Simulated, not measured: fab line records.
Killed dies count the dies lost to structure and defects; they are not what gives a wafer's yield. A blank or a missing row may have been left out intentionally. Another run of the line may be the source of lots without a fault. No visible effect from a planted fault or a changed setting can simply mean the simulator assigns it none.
What tool caused it?    flow sky130    39 wafers from 13 lots sampled at 4 of the route's 708 steps

== WHAT EACH GAUGE READ, for each wafer ==
SKY_SONOS_ONO_THK_MEAS_03. Usual: SONOS_ONO_CVD_02_THK gives 10.41 nm (standard deviation 0.12).
lot   measured      on             SONOS_ONO_CVD_02_THK (nm)  flag
L262  day 11 11:04  film-metro-03  10.26 10.52 10.37          
L265  day 13 02:44  film-metro-03  10.33 10.40 10.33          
L267  day 13 04:29  film-metro-01  10.60 10.51 10.58          
L266  day 13 09:55  film-metro-03  10.41 10.33 10.36          
L268  day 13 18:51  film-metro-02  10.55 10.67 10.66          
L276  day 16 21:06  film-metro-03  10.40 10.46 10.35          
L277  day 17 15:43  film-metro-02  10.45 10.38 10.51          
L278  day 17 19:20  film-metro-01  10.38 10.52 10.60          
L279  day 18 09:41  film-metro-03  10.41 10.38 10.32          
L280  day 18 12:58  film-metro-02  10.45 10.43 10.64          
L282  day 18 22:44  film-metro-02  10.20 10.32 10.28          
L281  day 19 00:41  film-metro-01  10.50 10.58 10.40          
L284  day 19 08:45  film-metro-03  10.39 10.25 10.40          

SKY_POLY_GATE_CD_MEAS_22. Usual: cd-nm at 149.2 nm, with a standard deviation of 2.9.
lot   measured      on         cd-nm (nm)         flag
L262  day 16 08:25  cd-sem-02  150.6 149.1 149.7  
L265  day 18 06:02  cd-sem-02  149.8 146.5 145.9  
L267  day 18 07:17  cd-sem-02  147.1 149.7 154.5  
L266  day 18 15:29  cd-sem-01  148.2 151.6 151.9  
L268  day 19 02:27  cd-sem-01  151.7 147.0 148.8  
L276  day 22 16:19  cd-sem-02  147.1 149.1 148.1  
L277  day 23 09:20  cd-sem-01  150.7 147.8 147.6  
L278  day 23 10:15  cd-sem-02  153.9 146.6 153.4  
L279  day 24 03:03  cd-sem-02  153.6 158.1 157.9  
L280  day 24 09:10  cd-sem-02  145.0 146.8 149.0  
L282  day 24 18:13  cd-sem-02  146.4 148.9 143.8  
L281  day 24 15:42  cd-sem-02  150.7 150.2 150.7  
L284  day 24 23:33  cd-sem-01  146.3 151.8 146.2  

== WHAT TOOL EACH LOT RAN ON (gives the tool, then ch and the chambers of the sampled wafers, and finally the start) ==
lot   SKY_SONOS_ONO_ETCH_15               SKY_POLY_GATE_SOFTBAKE_09
L262  rie-diel-04 ch 0,1,2, day 12 13:32  litho-track-02 ch 0, day 15 15:00
L265  rie-diel-04 ch 1,2,3, day 14 05:20  litho-track-03 ch 0, day 17 13:00
L267  rie-diel-04 ch 1,2,3, day 14 07:23  litho-track-02 ch 0, day 17 13:00
L266  rie-diel-04 ch 1,2,3, day 14 13:17  litho-track-02 ch 0, day 17 21:00
L268  rie-diel-04 ch 0,1,3, day 14 22:50  litho-track-02 ch 0, day 18 07:00
L276  rie-diel-01 ch 0,1,3, day 18 04:34  litho-track-02 ch 0, day 21 21:00
L277  rie-diel-04 ch 0,2,3, day 18 22:34  litho-track-02 ch 0, day 22 15:00
L278  rie-diel-04 ch 2,3, day 19 02:22    litho-track-03 ch 0, day 22 17:00
L279  rie-diel-03 ch 0,1,3, day 19 17:04  litho-track-03 ch 0, day 23 09:00
L280  rie-diel-01 ch 0,1,3, day 19 21:38  litho-track-02 ch 0, day 23 15:00
L282  rie-diel-03 ch 0,2,3, day 20 06:47  litho-track-04 ch 0, day 24 00:00
L281  rie-diel-04 ch 0,1,2, day 20 08:59  litho-track-02 ch 0, day 23 22:00
L284  rie-diel-04 ch 0,3, day 20 16:28    litho-track-02 ch 0, day 24 06:00
- SKY_SONOS_ONO_ETCH_15: etches the open film in CHF3/O2, target depth 19.52 nm, time 7.8 s.
- SKY_POLY_GATE_SOFTBAKE_09: time 90 s.

== WHAT THE TOOLS THEMSELVES READ (means of the sampled wafers that have a number; where no wafer has one, the mark that the record gives instead) ==
SKY_SONOS_ONO_ETCH_15. Usual: drypump-motor-current-A 5.6 A, standard deviation 0.52; oes-product-au 0.997 a.u., standard deviation 0.01; throttle-valve-pct 8.824 %, standard deviation 0.0093.
lot   tool         drypump-motor-current-A (A)  oes-product-au (a.u.)  throttle-valve-pct (%)  flag
L262  rie-diel-04  5.3                          0.978                  8.818                   
L265  rie-diel-04  5.8                          0.992                  8.821                   
L267  rie-diel-04  5.8                          0.994                  8.825                   
L266  rie-diel-04  5.8                          0.994                  8.824                   
L268  rie-diel-04  5.7                          1.002                  8.824                   
L276  rie-diel-01  5.2                          0.997                  8.816                   
L277  rie-diel-04  5.8                          1.002                  8.814                   
L278  rie-diel-04  6.3                          1.002                  8.833                   
L279  rie-diel-03  5.8                          0.991                  8.827                   
L280  rie-diel-01  5.2                          1.001                  8.819                   
L282  rie-diel-03  5.8                          0.994                  8.833                   
L281  rie-diel-04  5.4                          0.993                  8.828                   
L284  rie-diel-04  5.7                          0.995                  8.822                   

SKY_POLY_GATE_SOFTBAKE_09. Usual: heater-power-total-W 57.36 W, standard deviation 0.12; plate-temp-C 100.00 C, standard deviation 0.14.
lot   tool            heater-power-total-W (W)  plate-temp-C (C)  flag
L262  litho-track-02  57.33                     99.93             
L265  litho-track-03  57.28                     100.12            
L267  litho-track-02  57.29                     99.88             
L266  litho-track-02  55.93                     98.06             OFF
L268  litho-track-02  55.96                     98.01             OFF
L276  litho-track-02  57.37                     100.05            
L277  litho-track-02  57.40                     100.02            
L278  litho-track-03  57.37                     99.79             
L279  litho-track-03  57.42                     100.23            
L280  litho-track-02  57.32                     99.81             
L282  litho-track-04  57.44                     99.98             
L281  litho-track-02  57.37                     99.91             
L284  litho-track-02  57.44                     100.15            

== THE ANSWER, worked out from the rows above alone ==
Rule: a lot counts as off when the mean over its wafers that have a number is more than 3 standard deviations away from the usual mean. Also off: a lot with no number at a reading for which 4 or more lots have one. All remaining lots with rows at the step are treated as sound. After the gauges, taken in route order, come the tools' own readings; for these a lot's mean is taken, as printed above. The first step at which some lot is off is used, and at that step the reading that is off furthest; a lot without a number counts as furthest.
Off at SKY_POLY_GATE_SOFTBAKE_09 (plate-temp-C): L266, L268.
A tool fits if, at that step or a process step before it, it ran every lot that is off, and no sound lot after the first of them. Not one of the candidates tried fits.

== WHAT HAD BEEN PUT IN BY THE SIMULATOR ==
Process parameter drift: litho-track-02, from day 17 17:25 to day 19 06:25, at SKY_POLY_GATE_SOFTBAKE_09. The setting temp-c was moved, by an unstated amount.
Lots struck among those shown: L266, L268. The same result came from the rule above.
